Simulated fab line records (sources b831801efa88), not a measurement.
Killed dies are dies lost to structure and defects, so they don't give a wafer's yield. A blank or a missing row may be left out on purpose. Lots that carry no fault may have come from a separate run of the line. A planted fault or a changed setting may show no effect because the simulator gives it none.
fab line records -- flow sky130
record lots=6, wafers=18, last-day=49
route steps=708 shown VT_ADJUST_NCORE@129 VT_ADJUST_HVTR@131 VT_ADJUST_PCH@143 SONOS_TUNNEL@154 SONOS_ONO@168 PAD_OPEN@708
lots with no fault: from the same line, run without faults
start-h: start of the lot's first displayed wafer, in hours after the record's first day -- wait-h: hours since the lot's step before -- " the same as in the row above -- L1.1+2: several wafers, shown together as one row -- - no value, or no start given -- * or withheld: withheld -- < > ~ a bound
route shown NAME@n: NAME is a module with steps in the file, n the number in the route of the first one -- usual: average and standard deviation across the fault-free wafers -- same: alike in all rows -- chamber/n: place in a boat -- sites: per-site readings -- _std_site: the standard deviation of these -- _edge_site: mean of outer sites minus mean of inner sites -- radius-mm: for every site, how far away it sits from the centre of the wafer -- mask NAME#n: copy n -- behind: the last tool/chamber to shape the wafer -- hold: the reason the lot was held/the length of the hold in hours/how it ended -- device: the n, p or np transistor that did not switch -- end of line: tests run on the same wafers once the route is complete -- step lacking rows: just its recipe -- killed: not the wafer's yield, but the dies lost to structure and defects at the first sort -- map: shows each die of a wafer: x if killed, . if not, _ if none is there
set.NAME: the setting the step ran with; set.NAME@STEP: the setting that earlier step ran with -- model.NAME: the simulator's own value behind a step, which no gauge read
lots at some steps of the route; a table a step, a row a wafer
services: a tool's chamber out of use, with start hour (start-h, from the record's first day; less than 0 if before it), hours out, and reason
## steps
# step SKY_VT_ADJUST_NCORE_STRIP_10
# recipe chemistry=O2/N2, power-w=1400, pressure-mtorr=1500, platen-temp-c=withheld, o2-flow-sccm=3000, n2-flow-sccm=300, overash-fraction=0.5
# usual drypump-motor-current-A=5.5/0.54, oes-product-au=0.715/0.0044, strip-time-to-endpoint-s=14.19/0.042
lot.wafer,tool,chamber,start-h,wait-h,drypump-motor-current-A,oes-product-au,rf-hours-counter-h,strip-time-to-endpoint-s
L795.1,plasma-asher-01,0,191.44,0.1,5.7,0.718,7,14.27
L795.3,plasma-asher-01,0,191.44,0.1,5.7,0.712,-,14.27
L795.5,plasma-asher-01,0,191.44,0.1,5.7,0.717,-,14.25
L797.1,plasma-asher-04,1,204.77,0.1,4.8,0.723,39,14.14
L797.3,plasma-asher-04,0,204.77,0.1,6.2,0.718,-,14.15
L797.4,plasma-asher-04,1,204.77,0.1,4.8,0.721,-,14.19
L800.2,plasma-asher-01,1,225.71,0.1,5.6,0.706,11,14.24
L800.3,plasma-asher-01,1,225.71,0.1,5.6,0.722,-,14.21
L800.6,plasma-asher-01,0,225.71,0.1,5.7,0.711,-,14.27
L801.1,plasma-asher-01,0,236.64,0.1,5.7,0.716,12,14.19
L801.3,plasma-asher-01,1,236.64,0.1,5.6,0.717,-,14.20
L801.4,plasma-asher-01,0,236.64,0.1,5.7,0.724,-,14.21
L806.2,plasma-asher-02,1,268.19,0.1,5.0,0.717,58,14.20
L806.3,plasma-asher-02,1,268.19,0.1,5.0,0.713,-,14.17
L806.4,plasma-asher-02,0,268.19,0.1,5.8,0.714,-,14.15
L809.1,plasma-asher-04,1,292.27,0.1,4.8,0.711,48,14.21
L809.2,plasma-asher-04,0,292.27,0.1,6.3,0.706,48,14.21
L809.4,plasma-asher-04,1,292.27,0.1,4.8,0.714,-,14.22
# step SKY_VT_ADJUST_NCORE_TW_MEAS_11
# usual VT_ADJUST_NCORE_TW=219.0/1.6
lot.wafer,tool,chamber,start-h,wait-h,VT_ADJUST_NCORE_TW
L795.1,film-metro-02,-,191.54,0.1,219.5
L795.3,film-metro-02,-,191.54,0.1,219.3
L795.5,film-metro-02,-,191.54,0.1,220.0
L797.1,film-metro-03,-,204.87,0.1,217.7
L797.3,film-metro-03,-,204.87,0.1,217.0
L797.4,film-metro-03,-,204.87,0.1,217.9
L800.2,film-metro-03,-,225.82,0.1,219.4
L800.3,film-metro-03,-,225.82,0.1,219.4
L800.6,film-metro-03,-,225.82,0.1,219.0
L801.1,film-metro-02,-,236.74,0.1,219.8
L801.3,film-metro-02,-,236.74,0.1,221.1
L801.4,film-metro-02,-,236.74,0.1,221.6
L806.2,film-metro-02,-,268.30,0.1,220.4
L806.3,film-metro-02,-,268.30,0.1,219.8
L806.4,film-metro-02,-,268.30,0.1,221.1
L809.1,film-metro-02,-,292.37,0.1,219.8
L809.2,film-metro-02,-,292.37,0.1,220.1
L809.4,film-metro-02,-,292.37,0.1,219.7
# step SKY_VT_ADJUST_HVTR_DEHYDRATE_00
# recipe temp-c=200, time-s=60
# step SKY_VT_ADJUST_HVTR_HMDS_01
# recipe prime-time-s=60, prime-temp-c=120
# step SKY_VT_ADJUST_HVTR_COAT_02
# recipe resist=NOVOLAK, spin-rpm=3000, resist-thk-nm=1140
# step SKY_VT_ADJUST_HVTR_SOFTBAKE_03
# recipe temp-c=90, time-s=60, resist=NOVOLAK
# step SKY_VT_ADJUST_HVTR_EXPOSE_04
# recipe mask-id=HVTRM, target-cd-nm=380, na=0.6, source-shape=conventional, sigma-outer=0.6, dose-mj=150
# step SKY_VT_ADJUST_HVTR_PEB_05
# recipe temp-c=withheld, time-s=*, resist=NOVOLAK
# step SKY_VT_ADJUST_HVTR_DEVELOP_06
# recipe develop-time-s=60, dev-temp-c=23
# step SKY_VT_ADJUST_HVTR_CD_MEAS_07
# recipe target-cd-nm=380
# usual cd-nm=380.2/2
lot.wafer,tool,chamber,start-h,wait-h,cd-nm
L795.1,cd-sem-01,-,212.41,0.1,384.4
L795.3,cd-sem-01,-,212.41,0.1,385.8
L795.5,cd-sem-01,-,212.41,0.1,382.1
L797.1,cd-sem-02,-,226.83,0.1,377.0
L797.3,cd-sem-02,-,226.83,0.1,378.2
L797.4,cd-sem-02,-,226.83,0.1,375.9
L800.2,cd-sem-01,-,249.23,0.1,380.5
L800.3,cd-sem-01,-,249.23,0.1,382.1
L800.6,cd-sem-01,-,249.23,0.1,380.2
L801.1,cd-sem-01,-,260.48,0.1,382.8
L801.3,cd-sem-01,-,260.48,0.1,382.7
L801.4,cd-sem-01,-,260.48,0.1,382.3
L806.2,cd-sem-02,-,292.90,0.1,380.2
L806.3,cd-sem-02,-,292.90,0.1,379.9
L806.4,cd-sem-02,-,292.90,0.1,378.9
L809.1,cd-sem-02,-,318.21,0.1,380.4
L809.2,cd-sem-02,-,318.21,0.1,379.4
L809.4,cd-sem-02,-,318.21,0.1,381.3
# step SKY_VT_ADJUST_HVTR_OVL_MEAS_08
# usual VT_ADJUST_HVTR_OVL=-0.5/1.4
lot.wafer,tool,chamber,start-h,wait-h,VT_ADJUST_HVTR_OVL[nm]
L795.1,overlay-01,-,212.53,0.1,-2.6
L795.3,overlay-01,-,212.53,0.1,-3.3
L795.5,overlay-01,-,212.53,0.1,-3.8
L797.1,overlay-01,-,226.95,0.1,1.6
L797.3,overlay-01,-,226.95,0.1,0.0
L797.4,overlay-01,-,226.95,0.1,-0.4
L800.2,overlay-02,-,249.33,0.1,0.4
L800.3,overlay-02,-,249.33,0.1,0.5
L800.6,overlay-02,-,249.33,0.1,1.4
L801.1,overlay-02,-,260.60,0.1,0.2
L801.3,overlay-02,-,260.60,0.1,0.7
L801.4,overlay-02,-,260.60,0.1,-2.4
L806.2,overlay-01,-,293.01,0.1,-1.7
L806.3,overlay-01,-,293.01,0.1,-1.8
L806.4,overlay-01,-,293.01,0.1,-2.1
L809.1,overlay-02,-,318.36,0.1,0.0
L809.2,overlay-02,-,318.36,0.1,0.6
L809.4,overlay-02,-,318.36,0.1,-0.1
# step SKY_VT_ADJUST_HVTR_IMPLANT_09
# recipe species=B, energy-kev=10, dose-cm2=2.1e+12, tilt-deg=withheld
# step SKY_VT_ADJUST_HVTR_STRIP_10
# recipe chemistry=O2/N2, power-w=1400, pressure-mtorr=1500, platen-temp-c=withheld, o2-flow-sccm=3000, n2-flow-sccm=300, overash-fraction=0.5
# usual drypump-motor-current-A=5.5/0.39, oes-product-au=0.716/0.0049, strip-time-to-endpoint-s=14.18/0.04
lot.wafer,tool,chamber,start-h,wait-h,drypump-motor-current-A,oes-product-au,rf-hours-counter-h,strip-time-to-endpoint-s
L795.1,plasma-asher-03,1,212.71,0.1,5.7,0.708,54,14.26
L795.3,plasma-asher-03,0,212.71,0.1,5.0,0.723,-,14.19
L795.5,plasma-asher-03,0,212.71,0.1,4.9,0.716,-,14.23
L797.1,plasma-asher-03,0,227.14,0.1,4.9,0.719,55,14.19
L797.3,plasma-asher-03,1,227.14,0.1,5.7,0.717,-,14.16
L797.4,plasma-asher-03,0,227.14,0.1,4.9,0.717,-,14.13
L800.2,plasma-asher-02,1,249.51,0.1,5.0,0.711,56,14.24
L800.3,plasma-asher-02,1,249.51,0.1,5.0,0.722,-,14.27
L800.6,plasma-asher-02,1,249.51,0.1,5.0,0.721,-,14.22
L801.1,plasma-asher-02,0,260.79,0.1,5.9,0.717,57,14.16
L801.3,plasma-asher-02,1,260.79,0.1,5.0,0.711,-,14.16
L801.4,plasma-asher-02,0,260.79,0.1,5.9,0.717,-,14.21
L806.2,plasma-asher-02,0,293.19,0.1,5.9,0.718,61,14.24
L806.3,plasma-asher-02,0,293.19,0.1,5.9,0.723,-,14.19
L806.4,plasma-asher-02,1,293.19,0.1,5.0,0.718,-,14.17
L809.1,plasma-asher-02,1,318.55,0.1,5.0,0.722,63,14.17
L809.2,plasma-asher-02,0,318.55,0.1,5.8,0.712,63,14.16
L809.4,plasma-asher-02,0,318.55,0.1,5.9,0.719,-,14.17
# step SKY_VT_ADJUST_HVTR_TW_MEAS_11
# usual VT_ADJUST_HVTR_TW=212.3/1.1
lot.wafer,tool,chamber,start-h,wait-h,VT_ADJUST_HVTR_TW
L795.1,film-metro-02,-,212.81,0.1,213.4
L795.3,film-metro-02,-,212.81,0.1,212.9
L795.5,film-metro-02,-,212.81,0.1,210.6
L797.1,film-metro-04,-,227.24,0.1,213.4
L797.3,film-metro-04,-,227.24,0.1,212.4
L797.4,film-metro-04,-,227.24,0.1,213.5
L800.2,film-metro-01,-,249.62,0.1,212.3
L800.3,film-metro-01,-,249.62,0.1,211.5
L800.6,film-metro-01,-,249.62,0.1,212.3
L801.1,film-metro-01,-,260.89,0.1,210.5
L801.3,film-metro-01,-,260.89,0.1,213.5
L801.4,film-metro-01,-,260.89,0.1,211.5
L806.2,film-metro-01,-,293.30,0.1,211.5
L806.3,film-metro-01,-,293.30,0.1,212.2
L806.4,film-metro-01,-,293.30,0.1,211.5
L809.1,film-metro-01,-,318.65,0.1,212.8
L809.2,film-metro-01,-,318.65,0.1,212.5
L809.4,film-metro-01,-,318.65,0.1,213.0
# step SKY_VT_ADJUST_PCH_DEHYDRATE_00
# recipe temp-c=200, time-s=60
# step SKY_VT_ADJUST_PCH_HMDS_01
# recipe prime-time-s=60, prime-temp-c=120
# step SKY_VT_ADJUST_PCH_COAT_02
# recipe spin-rpm=2000, resist-thk-nm=3000
# step SKY_VT_ADJUST_PCH_SOFTBAKE_03
# recipe temp-c=110, time-s=withheld
# step SKY_VT_ADJUST_PCH_EXPOSE_04
# recipe mask-id=NWM, na=0.6, source-shape=conventional, sigma-outer=0.6, polarization=unpolarized, target-cd-nm=840, dose-mj=255
# step SKY_VT_ADJUST_PCH_PEB_05
# recipe temp-c=115, time-s=withheld
# step SKY_VT_ADJUST_PCH_DEVELOP_06
# recipe wall-angle-deg=90, developer=TMAH, develop-time-s=60, dev-temp-c=23
# step SKY_VT_ADJUST_PCH_OVL_MEAS_07
# usual VT_ADJUST_PCH_OVL=0.1/1.2
lot.wafer,tool,chamber,start-h,wait-h,VT_ADJUST_PCH_OVL[nm]
L795.1,overlay-01,-,235.96,-,-1.8
L795.3,overlay-01,-,235.96,-,0.3
L795.5,overlay-01,-,235.96,-,-1.0
L797.1,overlay-02,-,251.31,-,-0.6
L797.3,overlay-02,-,251.31,-,-1.8
L797.4,overlay-02,-,251.31,-,-1.7
L800.2,overlay-01,-,273.86,-,-0.9
L800.3,overlay-01,-,273.86,-,-1.6
L800.6,overlay-01,-,273.86,-,-1.4
L801.1,overlay-01,-,285.21,-,0.6
L801.3,overlay-01,-,285.21,-,3.8
L801.4,overlay-01,-,285.21,-,1.9
L806.2,overlay-02,-,319.21,-,-0.6
L806.3,overlay-02,-,319.21,-,1.7
L806.4,overlay-02,-,319.21,-,2.1
L809.1,overlay-01,-,345.31,-,1.3
L809.2,overlay-01,-,345.31,-,0.9
L809.4,overlay-01,-,345.31,-,0.1
# step SKY_VT_ADJUST_PCH_IMPLANT_08
# recipe species=B, energy-kev=10, dose-cm2=5e+11, tilt-deg=withheld
# step SKY_VT_ADJUST_PCH_STRIP_09
# recipe chemistry=O2/N2, power-w=1400, pressure-mtorr=1500, platen-temp-c=withheld, o2-flow-sccm=3000, n2-flow-sccm=300, overash-fraction=0.5
# usual drypump-motor-current-A=5.5/0.48, oes-product-au=0.722/0.005, strip-time-to-endpoint-s=36.91/0.11
lot.wafer,tool,chamber,start-h,wait-h,drypump-motor-current-A,oes-product-au,rf-hours-counter-h,strip-time-to-endpoint-s
L795.1,plasma-asher-01,1,236.14,0.1,5.6,0.728,12,37.05
L795.3,plasma-asher-01,1,236.14,0.1,5.6,0.718,-,36.89
L795.5,plasma-asher-01,0,236.14,0.1,5.8,0.724,-,36.89
L797.1,plasma-asher-04,0,251.49,0.1,6.2,0.725,44,36.88
L797.3,plasma-asher-04,0,251.49,0.1,6.2,0.714,-,37.02
L797.4,plasma-asher-04,1,251.49,0.1,4.8,0.724,-,36.89
L800.2,plasma-asher-01,0,274.04,0.1,5.7,0.715,16,36.94
L800.3,plasma-asher-01,0,274.04,0.1,5.7,0.714,-,36.99
L800.6,plasma-asher-01,0,274.04,0.1,5.7,0.730,-,37.03
L801.1,plasma-asher-04,1,285.39,0.1,4.8,0.713,47,37.00
L801.3,plasma-asher-04,0,285.39,0.1,6.2,0.724,-,36.86
L801.4,plasma-asher-04,1,285.39,0.1,4.8,0.719,-,37.03
L806.2,plasma-asher-03,1,319.39,0.1,5.7,0.726,63,37.06
L806.3,plasma-asher-03,1,319.39,0.1,5.7,0.717,-,36.97
L806.4,plasma-asher-03,0,319.39,0.1,4.9,0.719,-,36.97
L809.1,plasma-asher-04,1,345.49,0.1,4.8,0.725,53,36.95
L809.2,plasma-asher-04,0,345.49,0.1,6.2,0.725,53,37.00
L809.4,plasma-asher-04,0,345.49,0.1,6.2,0.722,-,37.03
# step SKY_VT_ADJUST_PCH_TW_MEAS_10
# usual VT_ADJUST_PCH_TW=143.1/0.94
lot.wafer,tool,chamber,start-h,wait-h,VT_ADJUST_PCH_TW
L795.1,film-metro-03,-,236.24,0.1,143.0
L795.3,film-metro-03,-,236.24,0.1,142.5
L795.5,film-metro-03,-,236.24,0.1,142.9
L797.1,film-metro-03,-,251.59,0.1,140.8
L797.3,film-metro-03,-,251.59,0.1,141.0
L797.4,film-metro-03,-,251.59,0.1,140.7
L800.2,film-metro-01,-,274.15,0.1,142.7
L800.3,film-metro-01,-,274.15,0.1,142.5
L800.6,film-metro-01,-,274.15,0.1,142.6
L801.1,film-metro-01,-,285.49,0.1,143.7
L801.3,film-metro-01,-,285.49,0.1,143.8
L801.4,film-metro-01,-,285.49,0.1,143.5
L806.2,film-metro-02,-,319.50,0.1,143.3
L806.3,film-metro-02,-,319.50,0.1,143.0
L806.4,film-metro-02,-,319.50,0.1,143.5
L809.1,film-metro-03,-,345.59,0.1,141.4
L809.2,film-metro-03,-,345.59,0.1,140.9
L809.4,film-metro-03,-,345.59,0.1,141.6
# step SKY_SONOS_TUNNEL_DEHYDRATE_00
# recipe temp-c=200, time-s=60
# step SKY_SONOS_TUNNEL_HMDS_01
# recipe prime-time-s=60, prime-temp-c=120
# step SKY_SONOS_TUNNEL_COAT_02
# recipe resist=NOVOLAK, spin-rpm=3000, resist-thk-nm=1140
# step SKY_SONOS_TUNNEL_SOFTBAKE_03
# recipe temp-c=90, time-s=60, resist=NOVOLAK
# step SKY_SONOS_TUNNEL_EXPOSE_04
# recipe mask-id=TUNM, na=0.6, source-shape=conventional, sigma-outer=0.6, polarization=unpolarized, target-cd-nm=410, dose-mj=136
# step SKY_SONOS_TUNNEL_PEB_05
# recipe temp-c=withheld, time-s=*, resist=NOVOLAK
# step SKY_SONOS_TUNNEL_DEVELOP_06
# recipe resist=NOVOLAK, developer=TMAH, develop-time-s=60, dev-temp-c=23
# step SKY_SONOS_TUNNEL_CD_MEAS_07
# recipe target-cd-nm=410
# usual cd-nm=411.2/2.2
lot.wafer,tool,chamber,start-h,wait-h,cd-nm
L795.1,cd-sem-02,-,260.36,0.1,410.2
L795.3,cd-sem-02,-,260.36,0.1,412.9
L795.5,cd-sem-02,-,260.36,0.1,411.7
L797.1,cd-sem-01,-,275.96,0.1,410.0
L797.3,cd-sem-01,-,275.96,0.1,410.5
L797.4,cd-sem-01,-,275.96,0.1,409.6
L800.2,cd-sem-02,-,299.53,0.1,409.3
L800.3,cd-sem-02,-,299.53,0.1,407.4
L800.6,cd-sem-02,-,299.53,0.1,407.7
L801.1,cd-sem-02,-,311.61,0.1,415.5
L801.3,cd-sem-02,-,311.61,0.1,418.3
L801.4,cd-sem-02,-,311.61,0.1,416.6
L806.2,cd-sem-01,-,345.73,0.1,409.8
L806.3,cd-sem-01,-,345.73,0.1,410.6
L806.4,cd-sem-01,-,345.73,0.1,410.2
L809.1,cd-sem-01,-,373.51,0.1,409.6
L809.2,cd-sem-01,-,373.51,0.1,408.8
L809.4,cd-sem-01,-,373.51,0.1,410.6
# step SKY_SONOS_TUNNEL_OVL_MEAS_08
# usual SONOS_TUNNEL_OVL=0.4/1.4
lot.wafer,tool,chamber,start-h,wait-h,SONOS_TUNNEL_OVL[nm]
L795.1,overlay-01,-,260.48,0.1,1.8
L795.3,overlay-01,-,260.48,0.1,2.0
L795.5,overlay-01,-,260.48,0.1,1.8
L797.1,overlay-02,-,276.08,0.1,-1.2
L797.3,overlay-02,-,276.08,0.1,0.2
L797.4,overlay-02,-,276.08,0.1,-0.6
L800.2,overlay-02,-,299.64,0.1,1.1
L800.3,overlay-02,-,299.64,0.1,-1.2
L800.6,overlay-02,-,299.64,0.1,0.2
L801.1,overlay-01,-,311.73,0.1,-0.2
L801.3,overlay-01,-,311.73,0.1,1.3
L801.4,overlay-01,-,311.73,0.1,-0.9
L806.2,overlay-01,-,345.84,0.1,-1.1
L806.3,overlay-01,-,345.84,0.1,-1.4
L806.4,overlay-01,-,345.84,0.1,-2.2
L809.1,overlay-02,-,373.63,0.1,1.4
L809.2,overlay-02,-,373.63,0.1,1.5
L809.4,overlay-02,-,373.63,0.1,2.2
# step SKY_SONOS_TUNNEL_IMPLANT_09
# recipe species=B, energy-kev=20, dose-cm2=1e+12, tilt-deg=withheld
# step SKY_SONOS_TUNNEL_WET_ETCH_10
# recipe chemistry=dHF, target-depth-nm=14, target=SiO2, dilution=100:1, temp-c=25, time-s=280
# step SKY_SONOS_TUNNEL_STRIP_11
# recipe chemistry=SPM, time-s=600, temp-c=130
# step SKY_SONOS_TUNNEL_TW_MEAS_12
# usual SONOS_TUNNEL_TW=197.5/1.6
lot.wafer,tool,chamber,start-h,wait-h,SONOS_TUNNEL_TW
L795.1,film-metro-04,-,260.94,0.0,196.6
L795.3,film-metro-04,-,260.94,0.0,196.5
L795.5,film-metro-04,-,260.94,0.0,197.2
L797.1,film-metro-03,-,276.55,0.0,194.8
L797.3,film-metro-03,-,276.55,0.0,195.5
L797.4,film-metro-03,-,276.55,0.0,194.9
L800.2,film-metro-03,-,300.11,0.0,196.0
L800.3,film-metro-03,-,300.11,0.0,197.0
L800.6,film-metro-03,-,300.11,0.0,196.2
L801.1,film-metro-04,-,312.43,0.0,200.3
L801.3,film-metro-04,-,312.43,0.0,199.9
L801.4,film-metro-04,-,312.43,0.0,198.7
L806.2,film-metro-01,-,346.31,0.0,198.8
L806.3,film-metro-01,-,346.31,0.0,198.9
L806.4,film-metro-01,-,346.31,0.0,198.4
L809.1,film-metro-01,-,374.08,0.0,197.5
L809.2,film-metro-01,-,374.08,0.0,197.7
L809.4,film-metro-01,-,374.08,0.0,198.3
# step SKY_SONOS_TUNNEL_CLEAN_13
# recipe chemistry=dHF, time-s=20, dilution=100:1, dry=ipa-marangoni
# step SKY_SONOS_ONO_OXIDATION_00
# recipe temp-c=800, ambient=O2, idle-temp-c=700, ramp-up-c-per-min=10, ramp-down-c-per-min=3, stabilise-s=600, purge-s=300, target-thk-a=26, ox-time-s=1249
# step SKY_SONOS_ONO_THK_MEAS_01
# recipe reads=SiO2_of_SONOS_ONO_OXIDATION_00
# usual SONOS_ONO_OXIDATION_THK=2.60/0.049
lot.wafer,tool,chamber,start-h,wait-h,SONOS_ONO_OXIDATION_THK[nm]
L795.1,film-metro-04,-,263.25,0.0,2.65
L795.3,film-metro-04,-,263.25,0.0,2.61
L795.5,film-metro-04,-,263.25,0.0,2.66
L797.1,film-metro-04,-,279.71,0.0,2.58
L797.3,film-metro-04,-,279.71,0.0,2.57
L797.4,film-metro-04,-,279.71,0.0,2.59
L800.2,film-metro-03,-,302.46,0.0,2.61
L800.3,film-metro-03,-,302.46,0.0,2.58
L800.6,film-metro-03,-,302.46,0.0,2.58
L801.1,film-metro-03,-,316.15,0.0,2.62
L801.3,film-metro-03,-,316.15,0.0,2.56
L801.4,film-metro-03,-,316.15,0.0,2.53
L806.2,film-metro-02,-,349.64,0.0,2.66
L806.3,film-metro-02,-,349.64,0.0,2.59
L806.4,film-metro-02,-,349.64,0.0,2.66
L809.1,film-metro-04,-,375.50,0.0,2.49
L809.2,film-metro-04,-,375.50,0.0,2.54
L809.4,film-metro-04,-,375.50,0.0,2.49
# step SKY_SONOS_ONO_CVD_02
# recipe material=Si3N4, precursor=DCS/NH3, target-thk-nm=10.5, temp-c=770, time-s=180, pressure-mtorr=250
# step SKY_PAD_OPEN_PROBE_99
# usual killed_at_M0_to_M3=43/7.2, killed_at_M4_up=3.0/2, killed-at-contacts=24/5.5, killed-at-front-end=15/4.2, killed-at-other=0.3/0.51, killed-dies=85/10, killed-open=46/7.3, killed-short=38/6.4
# same gross-dies=492, killed-at-back-side=0
lot.wafer,tool,chamber,start-h,wait-h,killed_at_M0_to_M3,killed_at_M4_up,killed-at-contacts,killed-at-front-end,killed-at-other,killed-dies,killed-open,killed-short
L806.2,prober-01,-,1152.69,0.1,36,5,19,28,0,88,30,45
L806.3,prober-01,-,1152.74,0.2,37,4,23,23,0,87,42,32
L806.4,prober-01,-,1152.79,0.2,40,7,16,74,0,137,46,29
L809.1,prober-02,-,1171.83,0.1,24,2,27,82,0,135,32,34
L809.2,prober-02,-,1171.88,0.1,40,2,28,34,0,104,48,42
L809.4,prober-02,-,1171.98,0.2,39,2,20,36,1,98,52,32
# killed by level:class
L806.2 VT_ADJUST_HVTR:unspecified=13 VIA1:geometric-particle:open=7 METAL2:geometric-particle:short=6 CONTACT:geometric-particle:short=6 LI_CONTACT:geometric-particle:open=5 POLY_GATE:geometric-particle:short=5 LOCAL_INTERCONNECT:geometric-particle:short=5 METAL3:geometric-particle:short=5
L806.3 VT_ADJUST_HVTR:unspecified=13 CONTACT:geometric-particle:open=9 LI_CONTACT:geometric-particle:open=7 VIA1:geometric-particle:open=7 VIA1:geometric-particle:short=6 VIA2:geometric-particle:open=6 LOCAL_INTERCONNECT:geometric-particle:short=5 METAL2:geometric-particle:short=4
L806.4 VT_ADJUST_HVTR:unspecified=62 VIA1:geometric-particle:open=12 CONTACT:geometric-particle:open=9 VIA1:geometric-particle:short=5 METAL2:geometric-particle:short=5 VIA2:geometric-particle:open=5 METAL1:geometric-particle:short=4 POLY_GATE:geometric-particle:open=4
L809.1 VT_ADJUST_HVTR:unspecified=69 CONTACT:geometric-particle:open=9 METAL1:geometric-particle:short=7 FIELD_ISO:geometric-particle:short=6 LI_CONTACT:geometric-particle:open=6 LOCAL_INTERCONNECT:geometric-particle:short=6 CONTACT:geometric-particle:short=5 VIA1:geometric-particle:open=5
L809.2 VT_ADJUST_HVTR:unspecified=14 VIA1:geometric-particle:open=10 VIA2:geometric-particle:open=9 CONTACT:geometric-particle:open=9 FIELD_ISO:geometric-particle:open=7 FIELD_ISO:geometric-particle:short=7 LI_CONTACT:geometric-particle:open=7 CONTACT:geometric-particle:short=6
L809.4 VT_ADJUST_HVTR:unspecified=14 VIA1:geometric-particle:open=12 FIELD_ISO:geometric-particle:open=9 FIELD_ISO:geometric-particle:short=7 LI_CONTACT:geometric-particle:open=7 METAL2:geometric-particle:short=7 CONTACT:geometric-particle:open=6 VIA2:geometric-particle:open=6
# map L806.4 (x killed, . not)
__________.......x.._________
________....x......x.._______
______...xx..x.x........_____
_____...x..x.x........x..____
____...x.xxxxxx.x.........___
___....x.xxxxxxx.x....x....__
__......xxxxxxxxx....x......_
_.x...x.xxxxxxxxx.x......x.x.
_.....xxxxxxxxxx.x...........
_.......xxxxxxxxxxx.x.......x
_x....xx.xxxx.xx.......x..x..
_x.........x...xx......xx....
_.x.x......x...............x.
_xx.x.....xx..............x..
_..xx.x...x..........x.xx....
__....x..................x.._
___x.x...x....x........xx..__
____..x...x...xx.......x..___
_____x.........x......x.x____
______........x....x..x._____
________......x...xx.x_______
__________x.......x._________
# map L809.1 (x killed, . not)
__________.........._________
________..x....x......_______
______.x.xx..xx..x......_____
_____.x..xxxxx......x.xx.____
____....xxxxxxx.......x..x___
___......xxxxxxxxx......x..__
__......xxxxxxxxxx.........._
_..x....xxxxxxxx.x.x.....xx..
_xx.x..xxxxxxxxxx..x..x......
_x.....xx.xxxxxx...........x.
_........x.xxxxx........xx...
_.x...xx..xx.xx.x.........xxx
_.............x.x...xxx......
_....x..xx.....x.xx.x........
_...................x.......x
__...x....x..............xx._
___.............x.x.x....x.__
____..x.........x.......x.___
_____...........xx.......____
______...x..xx.........._____
________.....x........_______
__________........x._________
## services
tool,chamber,start-h,hours,kind
plasma-asher-03,-,217.29,0.4,repair
plasma-asher-03,-,221.42,2.7,pm
plasma-asher-04,-,229.96,6.4,pm
plasma-asher-01,-,237.25,0.3,repair
plasma-asher-04,-,242.20,0.6,repair
plasma-asher-03,-,257.56,10.5,pm
plasma-asher-04,-,276.21,4.3,pm
plasma-asher-01,-,292.43,1.3,repair
## key
first-sign step=SKY_PAD_OPEN_PROBE_99, reading=killed-at-front-end, direction=up, sigmas=7.4, usual=15, struck=46
effect step=SKY_PAD_OPEN_PROBE_99, reading=killed-dies, direction=up, sigmas=2.3, usual=85, struck=108, wafers-moved=2
met-at SKY_VT_ADJUST_HVTR_STRIP_10
struck-wafers L806.2,L806.3,L806.4,L809.1,L809.2,L809.4
tester-left-out L806,L809
onset-between 260.79 293.19
also-fits time
fault kind=chamber-particle-source, tool=plasma-asher-02, chamber=-, onset-h=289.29, steps=SKY_VT_ADJUST_HVTR_STRIP_10, rate-per-visit-cm2=1.1242, end-h=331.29
# tester-left-out: of these lots the tester's yield and bins aren't shown, on N5 and GAA mostly nor the transistor test; their killed dies are dies lost to structure and defects alone, not to doping, threshold or leakage, so they don't give the yield
